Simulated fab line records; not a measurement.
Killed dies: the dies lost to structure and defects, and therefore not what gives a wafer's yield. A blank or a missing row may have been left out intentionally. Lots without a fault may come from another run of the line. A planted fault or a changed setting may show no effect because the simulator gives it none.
Struck lot and sound lot, side by side / flow sfq-line / 20 steps out of a route of 325
Sound: the wafers L233.1, L233.3, L233.5. Wafers struck: L243.3, L243.4, L243.5. Last of all comes the cause.
At each step with rows: each side's tool, then ch and its chambers, then its first start. Under that, the readings that differ: sound wafers / struck wafers / difference of the means / sigmas: that difference in standard deviations of wafers without a fault.
alike: readings with means less than 2 such deviations apart, plus words and numbers identical on both sides. not compared: withheld readings, readings lacking a value on some wafer, bounds such as >300 that could conceal the same value, and numbers that have no deviation in the record and whose values overlap.
The two part at a step that has a row with sigmas, a row that says differs or no value, or rows on one side only. Non-overlapping numbers with no deviation appear without sigmas and do not part them. Lack of a reading on every wafer of one side parts them only where that side has two or more wafers.

first, 2 steps without rows for these wafers: SFQ_TRILAYER_I6_VIA_LITHO_PEB_172 (peb time 60 s); SFQ_TRILAYER_I6_VIA_LITHO_DEVELOP_171 (time 60 s).
SFQ_I6_OVL_MEAS_942:
  sound: overlay-02 at day 63 16:20; struck: overlay-02 at day 66 23:32
  alike: I6_OVL
SFQ_TRILAYER_I6_VIA_BARC_OPEN_VIA_ETCH_235: etches BARC in O2, target depth 125 nm, time 41.7 s.
  sound on rie-diel-04 ch 1,2,3, day 63 16:22; struck on rie-diel-03 ch 0,1,3, day 66 23:34
  alike: drypump-motor-current-A, oes-product-au
  not compared: rf-hours-counter-h
then, 1 step without rows for these wafers: SFQ_TRILAYER_I6_VIA_ETCH_VIA_ETCH_172 (etches SiO2 in CHF3, stops on Nb, target depth 260 nm).
SFQ_TRILAYER_I6_VIA_STRIP_STRIP_173: strips in O2.
  sound on rie-metal-04 ch 1, day 63 16:31; struck on rie-metal-02 ch 0,1, day 66 23:55
  alike: drypump-motor-current-A, oes-product-au
  not compared: rf-hours-counter-h
then, 2 steps without rows for these wafers: SFQ_TRILAYER_I6_VIA_STRIP_SOLV_CLEAN_174 (cleans in NMP, time 600 s); SFQ_TRILAYER_M7_DEP_PRE_CLEAN_176 (time 22.5 s).
SFQ_TRILAYER_M7_DEP_SPUTTER_175: material Nb, target thk 200 nm, time 133.3 s.
  sound: pvd-sputter-03 at day 63 17:56; struck: pvd-sputter-03 at day 67 00:31
  alike: base-pressure-pa, throttle-valve-pct
SFQ_M7_RS_MEAS_943: measurement is done with a four-point probe.
  sound: film-metro-02 at day 63 18:02; struck: film-metro-03 at day 67 00:39
  alike: M7_NB_RS
then, 1 step without rows for these wafers: SFQ_TRILAYER_M7_LITHO_COAT_182 (resist thk 62 nm).
SFQ_TRILAYER_M7_LITHO_COAT_177: resist thk 600 nm.
  sound on litho-track-04 ch 0, day 63 18:31; struck on litho-track-02 ch 0, day 67 01:11
reading=spin-speed-rpm (rpm); sound=2999.1 3002.8 3000.3; struck=2592.1 2593.8 2594.0; difference=-407.4; sigmas=-99 or more
reading=model.KrF_of_TRILAYER_M7_LITHO_COAT_177.thk-nm (nm); sound=602.4 601.7 601.6; struck=644.1 644.3 643.3; difference=+42.0; sigmas=
  alike: resist-line-temp-C
then, 4 steps without rows for these wafers: SFQ_TRILAYER_M7_LITHO_SOFTBAKE_181; SFQ_TRILAYER_M7_LITHO_EXPOSE_178 (exposes mask M7, target cd 500 nm); SFQ_TRILAYER_M7_LITHO_PEB_180 (peb time 60 s); SFQ_TRILAYER_M7_LITHO_DEVELOP_179 (time 60 s).
SFQ_M7_OVL_MEAS_945:
  sound: overlay-01 at day 65 10:23; struck: overlay-02 at day 68 07:12
  alike: M7_OVL
SFQ_TRILAYER_M7_BARC_OPEN_METAL_ETCH_229: etches BARC in O2, target depth 125 nm, time 41.7 s.
  sound on rie-metal-01 ch 0,1, day 65 10:25; struck on rie-metal-03 ch 0,1, day 68 07:15
  alike: drypump-motor-current-A, oes-product-au
  not compared: rf-hours-counter-h
SFQ_TRILAYER_M7_ETCH_METAL_ETCH_180: etches Nb in Cl2/Ar, stops on SiO2, target depth 240 nm, time 120 s.
  sound on rie-metal-01 ch 0,1, day 65 10:29; struck on rie-metal-03 ch 0,1, day 68 07:20
reading=model.KrF_of_TRILAYER_M7_LITHO_COAT_177.thk-nm (nm); sound=384.5 389.1 388.1; struck=421.6 424 422.6; difference=+35.5; sigmas=
  alike: drypump-motor-current-A, oes-product-au
  not compared: rf-hours-counter-h
SFQ_TRILAYER_M7_STRIP_STRIP_181: strips in O2.
  sound on rie-metal-01 ch 0,1, day 65 10:36; struck on rie-metal-03 ch 0,1, day 68 07:37
reading=oes-product-au (a.u.); sound=0.994 0.981 0.988; struck=1.009 1.007 1.016; difference=+0.023; sigmas=+2
  alike: drypump-motor-current-A
  not compared: rf-hours-counter-h

WHERE THEY PART
Earliest at SFQ_TRILAYER_M7_LITHO_COAT_177; latest, in this record, at SFQ_TRILAYER_M7_STRIP_STRIP_181.

WHY: whatever the simulator had introduced
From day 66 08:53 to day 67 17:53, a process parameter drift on litho-track-02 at SFQ_TRILAYER_M7_LITHO_COAT_177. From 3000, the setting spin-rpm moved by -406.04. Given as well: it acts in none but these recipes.
